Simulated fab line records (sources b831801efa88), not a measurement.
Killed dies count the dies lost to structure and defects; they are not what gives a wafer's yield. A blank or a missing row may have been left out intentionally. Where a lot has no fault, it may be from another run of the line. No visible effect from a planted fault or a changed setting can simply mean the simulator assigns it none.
Which of the tools did it? || flow sky130 || 6 lots, 18 wafers sampled, at 2 steps of a route of 708

== WHAT THE GAUGES READ, wafer by wafer ==
SKY_VT_ADJUST_NCORE_TW_MEAS_11.
{"lot": "L141", "measured": "day 9 06:35", "on": "film-metro-02", "VT_ADJUST_NCORE_TW": "217.0 217.7 217.5"}
{"lot": "L144", "measured": "day 10 02:25", "on": "film-metro-02", "VT_ADJUST_NCORE_TW": "217.8 218.3 219.0"}
{"lot": "L146", "measured": "day 10 13:18", "on": "film-metro-03", "VT_ADJUST_NCORE_TW": "220.4 219.2 219.2"}
{"lot": "L148", "measured": "day 11 02:04", "on": "film-metro-03", "VT_ADJUST_NCORE_TW": "120.5 119.6 119.0"}
{"lot": "L156", "measured": "day 13 19:17", "on": "film-metro-03", "VT_ADJUST_NCORE_TW": "219.3 218.9 217.9"}
{"lot": "L160", "measured": "day 14 19:56", "on": "film-metro-04", "VT_ADJUST_NCORE_TW": "216.9 215.7 216.7"}

== WHAT TOOL EACH LOT RAN ON (gives the tool, then ch and the chambers of the sampled wafers, and finally the start) ==
{"lot": "L141", "SKY_VT_ADJUST_NCORE_IMPLANT_09": "implanter-01 ch 0, day 9 06:20"}
{"lot": "L144", "SKY_VT_ADJUST_NCORE_IMPLANT_09": "implanter-04 ch 0, day 10 02:12"}
{"lot": "L146", "SKY_VT_ADJUST_NCORE_IMPLANT_09": "implanter-01 ch 0, day 10 13:04"}
{"lot": "L148", "SKY_VT_ADJUST_NCORE_IMPLANT_09": "implanter-04 ch 0, day 11 01:51"}
{"lot": "L156", "SKY_VT_ADJUST_NCORE_IMPLANT_09": "implanter-01 ch 0, day 13 19:02"}
{"lot": "L160", "SKY_VT_ADJUST_NCORE_IMPLANT_09": "implanter-01 ch 0, day 14 19:41"}
- SKY_VT_ADJUST_NCORE_IMPLANT_09

== THE ANSWER, worked out from the rows above alone ==
Rule: the lots themselves supply what counts as usual. The widest of any qualifying gaps counts: lots, ordered by their means at a reading, are off when they make up no more than a third of the lots, leave a main group of 4 or more, and stand apart from it by 3 or more times the standard deviation of that group's means. The tables above print the reading to a certain number of digits; a main group whose means all agree to those digits is not used. A lot without any number at a reading at which 4 lots or more have one is off too. Where the step has rows for the other lots, those lots are counted as sound.
Off: at SKY_VT_ADJUST_NCORE_TW_MEAS_11 (VT_ADJUST_NCORE_TW), L148. The main group: mean 218.1, standard deviation 1.1.
A tool fits if, at a process step before that reading, it ran every lot that is off, and no sound lot after the first of them. The gauges at SKY_VT_ADJUST_NCORE_TW_MEAS_11 are tried like those tools. One fits: implanter-04 at SKY_VT_ADJUST_NCORE_IMPLANT_09. A fault onset in the window from L144 (day 10 02:12, its last sound lot) to L148 (day 11 01:51, its first lot off) fits.

== WHAT THE SIMULATOR HAD PUT IN ==
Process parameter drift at SKY_VT_ADJUST_NCORE_IMPLANT_09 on implanter-04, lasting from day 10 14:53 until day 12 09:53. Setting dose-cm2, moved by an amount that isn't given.
Struck lots among those shown: L148. The rule above found the same.
